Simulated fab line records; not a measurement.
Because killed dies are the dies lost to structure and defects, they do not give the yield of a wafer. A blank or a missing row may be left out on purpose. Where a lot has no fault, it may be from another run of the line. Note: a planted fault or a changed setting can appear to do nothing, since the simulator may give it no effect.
Matching of chambers | flow sky130 | rie diel-04 running SKY_VIA4_ETCH_12: 4 sister chambers
The step etches SiO2 in C4F8/O2/Ar, stops on TiN, target depth 580 nm. 14 wafers are shown with their chamber, then 7 later ones without.

== WAFERS WITH THEIR CHAMBER ==
wafer  | chamber | oes product au (a.u.)
L659.3 | 3       | 0.928
L659.4 | 1       | 0.923
L659.6 | 0       | 0.925
L662.3 | 1       | 0.926
L662.4 | 2       | 0.927
L662.5 | 3       | 0.920
L663.2 | 1       | 0.925
L663.4 | 0       | 0.927
L663.6 | 1       | 0.928
L664.2 | 0       | 0.926
L664.3 | 1       | 0.929
L664.4 | 3       | 0.924
L668.1 | 3       | 0.921
L668.2 | 2       | 0.920

SIGNATURES, as means of the wafers listed above
reading        | chamber 0 | chamber 1 | chamber 2 | chamber 3 | scatter within a chamber
oes product au | 0.92600   | 0.92620   | 0.92350   | 0.92325   | 0.00297
Rule: a wafer's distance from a chamber is the root of the sum, over the readings, of the square of ((its reading less the chamber's mean) divided by the reading's scatter). If the next closest chamber is less than 2 further off than the closest, the wafer can't be placed; otherwise it belongs to the closest. The scatter is the square root of a quotient: the sum, over the shown wafers, of each reading's squared deviation from its chamber's mean, divided by wafers minus chambers.

== WAFERS WITH NO CHAMBER GIVEN ==
wafer  | oes product au (a.u.)
L668.4 | 0.926
L675.1 | 0.933
L675.4 | 0.921
L675.5 | 0.922
L679.1 | 0.926
L679.4 | 0.924
L679.6 | 0.926

== CHAMBER TAKEN BY EACH ==
wafer  | from the rows above               | in truth
L668.4 | can't be placed: 0 or 1 or 2 or 3 | 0
L675.1 | can't be placed: 1 or 0 or 2 or 3 | 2
L675.4 | can't be placed: 3 or 2 or 0 or 1 | 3
L675.5 | can't be placed: 3 or 2 or 0 or 1 | 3
L679.1 | can't be placed: 0 or 1 or 2 or 3 | 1
L679.4 | can't be placed: 2 or 3 or 0 or 1 | 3
L679.6 | can't be placed: 0 or 1 or 2 or 3 | 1
Correct placement for 0 of the 7. Cannot be placed on the basis of these rows: 7; the candidates contain the true chamber in 7. Number placed wrongly: 0.
